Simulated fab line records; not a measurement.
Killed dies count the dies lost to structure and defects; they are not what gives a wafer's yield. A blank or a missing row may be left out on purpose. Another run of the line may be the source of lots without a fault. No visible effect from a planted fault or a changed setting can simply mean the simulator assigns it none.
A lot that was struck, set against a sound lot + flow gf180mcu + 15 out of 602 route steps
Sound: wafers L237.2, L237.5, L237.6. The struck wafers were L245.2, L245.3, L245.6. At the end, the cause is stated.
Per side, at each step with rows, come the tool, then ch with its chambers, and then its first start. Under that, the readings that differ: sound wafers + struck wafers + difference of the means + sigmas: that difference in standard deviations of wafers without a fault.
alike: readings with means less than 2 such deviations apart, plus words and numbers identical on both sides. not compared: withheld readings, readings lacking a value on some wafer, bounds such as >300 that could conceal the same value, and numbers that have no deviation in the record and whose values overlap.
The two part at a step that has a row with sigmas, a row that says differs or no value, or rows on one side only. Numbers that don't overlap but have no deviation are shown without sigmas and don't part them. A reading that every wafer of one side lacks parts them only if that side has two wafers or more.

first, 1 step without rows for these wafers: GF_SAB_DEVELOP_08 (develop time 60 s).
GF_SAB_CD_MEAS_09: the cd target is 420 nm.
  sound on cd_sem-01, day 15 10:14; struck on cd_sem-02, day 18 11:58
  alike: cd_nm
GF_SAB_OVL_MEAS_10:
  sound on overlay-02, day 15 10:20; struck on overlay-01, day 18 12:04
  alike: SAB_OVL
GF_SAB_ETCH_11: etches SiO2 in C4F8/O2/Ar, target depth 55 nm, time 8.5 s.
  sound on rie_diel-01 ch 0,3, day 15 10:22; struck on rie_diel-01 ch 0,2,3, day 18 12:05
  alike: chamber_pressure_mTorr, oes_product_au
  not compared: rf_hours_counter_h
then, 1 step without rows for these wafers: GF_SAB_WET_ETCH_12 (etches SiO2 in dHF, target depth 22 nm, time 440 s).
GF_SAB_STRIP_13: strips in O2/N2.
  sound on plasma_asher-04 ch 0,1, day 15 10:32; struck on plasma_asher-02 ch 0,1, day 18 12:14
  alike: chamber_pressure_mTorr, drypump_motor_current_A, heater_power_w, oes_product_au, strip_time_to_endpoint_s
  not compared: rf_hours_counter_h
then, 2 steps without rows for these wafers: GF_SALICIDE_CLEAN_00 (cleans in SC1/SC2, time 150 s); GF_SALICIDE_WET_ETCH_01 (etches SiO2 in dHF, target depth 5 nm, time 100 s).
GF_SALICIDE_SPUTTER_02: material Co, target thk 10 nm, time 20 s.
  sound on pvd_sputter-04, day 15 10:44; struck on pvd_sputter-02, day 18 12:26
  alike: throttle_valve_pct
GF_SALICIDE_SPUTTER_03: material TiN, target thk 20 nm, time 16.7 s.
  sound on pvd_sputter-04, day 15 10:45; struck on pvd_sputter-02, day 18 12:28
  alike: throttle_valve_pct
GF_SALICIDE_RS_MEAS_04: measurement is done with a four-point probe.
  sound on film_metro-04, day 15 10:48; struck on film_metro-02, day 18 12:30
  alike: SALICIDE_TIN_RS
GF_SALICIDE_THK_MEAS_05: measures by xrf.
  sound on film_metro-04, day 15 10:55; struck on film_metro-02, day 18 12:37
  alike: SALICIDE_TIN_THK
GF_SALICIDE_RTA_06: time 30 s.
  struck on rtp_anneal-02, day 18 12:41; sound on rtp_anneal-02 ch 0, day 15 10:59
  no value came back on the struck wafers for anneal_temp_c_max, chamber_o2_ppm, lamp_power_pct (%), wafer_temp_C_max; on the sound wafers anneal_temp_c_max reads 532.1 531.6 532.6
then, 1 step without rows for these wafers: GF_SALICIDE_WET_ETCH_07 (etches the open film in SPM, target depth 120 nm).
-- the record jumps here: 13 days lie between the struck wafers' starts before and after (it left off in module SALICIDE and takes up again in module PASSIVATION, whose first step shown is number 602 of the route) --
GF_PASSIVATION_PROBE_99:
  sound on prober-01, day 29 09:50; struck on prober-01, day 31 17:23
| reading                           | sound             | struck            | difference | sigmas |
|-----------------------------------|-------------------|-------------------|------------|--------|
| model.etest.ppoly_sal.line_ohm_um | 29.28 29.25 29.06 | 1312 1297 1260    | +1260      |        |
| model.etest.npoly_sal.line_ohm_um | 28.74 29.05 29.22 | 1216 1235 1192    | +1185      |        |
| model.etest.pplus_sal.line_ohm_um | 36.19 36.07 36.17 | 818.9 841.3 827.5 | +793.1     |        |
| model.etest.ppoly_sal.rs_ohm_sq   | 7.595 7.573 7.656 | 366.5 362.9 361.6 | +356.1     |        |
| model.etest.npoly_sal.rs_ohm_sq   | 7.597 7.53 7.657  | 342.6 340.6 331.4 | +330.6     |        |
| model.etest.ppoly_u.end_ohm       | 29.02 28 29.73    | 297.1 295.6 300   | +268.6     |        |
| model.etest.nplus_sal.line_ohm_um | 32.17 32.39 32.29 | 269.8 274.7 270.5 | +239.4     |        |
| model.etest.contact_poly.rc_ohm   | 5.722 5.899 5.793 | 251.9 247.1 253.1 | +244.9     |        |

WHERE THEY PART
Only at GF_SALICIDE_RTA_06, within this record.

WHY: the cause the simulator had injected
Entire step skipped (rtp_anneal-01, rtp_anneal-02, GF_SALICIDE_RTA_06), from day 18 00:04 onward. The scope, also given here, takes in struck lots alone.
